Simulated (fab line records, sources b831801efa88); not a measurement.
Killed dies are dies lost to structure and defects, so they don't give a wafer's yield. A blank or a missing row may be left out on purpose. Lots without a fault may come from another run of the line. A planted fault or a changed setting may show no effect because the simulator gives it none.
Chamber matching | flow gf180mcu | GF_V1_CMP_26 on cmp-01: 4 sister chambers
The step polishes, stops on SiO2, t overpolish 15 s, target thk 0 nm. 8 wafers are shown with their chamber, then 7 later ones without.

WAFERS WITH THEIR CHAMBER
wafer  | chamber | motor_current_A (A) | time_to_endpoint_s (s)
L076.3 | 3       | 12.2                | 90
L079.4 | 2       | 12.7                | 88
L081.2 | 2       | 12.4                | 84
L083.1 | 3       | 12.0                | 80
L083.3 | 1       | 10.4                | 88
L083.5 | 0       | 12.4                | 85
L091.2 | 0       | 12.2                | 82
L091.4 | 1       | 9.8                 | 88

WAFERS WITHOUT THEIR CHAMBER
wafer  | motor_current_A (A) | time_to_endpoint_s (s)
L091.6 | 12.4                | 78
L093.4 | 12.1                | 85
L093.5 | 12.9                | 83
L093.6 | 10.6                | 93
L094.1 | 11.9                | 77
L094.2 | 12.8                | 84
L094.3 | 12.3                | 83

WHICH CHAMBER EACH WENT THROUGH
wafer  | from the rows above          | in truth
L091.6 | can't be placed: 0 or 2 or 3 | 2
L093.4 | can't be placed: 3 or 0 or 2 | 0
L093.5 | can't be placed: 2 or 0 or 3 | 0
L093.6 | 1                            | 1
L094.1 | can't be placed: 3 or 0 or 2 | 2
L094.2 | can't be placed: 2 or 0 or 3 | 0
L094.3 | can't be placed: 0 or 3 or 2 | 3
Placed correctly: 1 of 7. Can't be placed from these rows: 6 (the true chamber is among the candidates in 6). Placed wrongly: 0.
How it was worked out, from the rows above alone: a wafer's distance from a chamber is the root of the sum, over the readings, of the square of ((its reading less the chamber's mean) divided by the reading's scatter). The wafer belongs to the nearest chamber; if the next one is less than 2 further off, it can't be placed. A chamber's mean is the mean of its shown wafers. The scatter: the root of (the sum of the squares of (reading less its chamber's mean) over the shown wafers, divided by (wafers less chambers)).
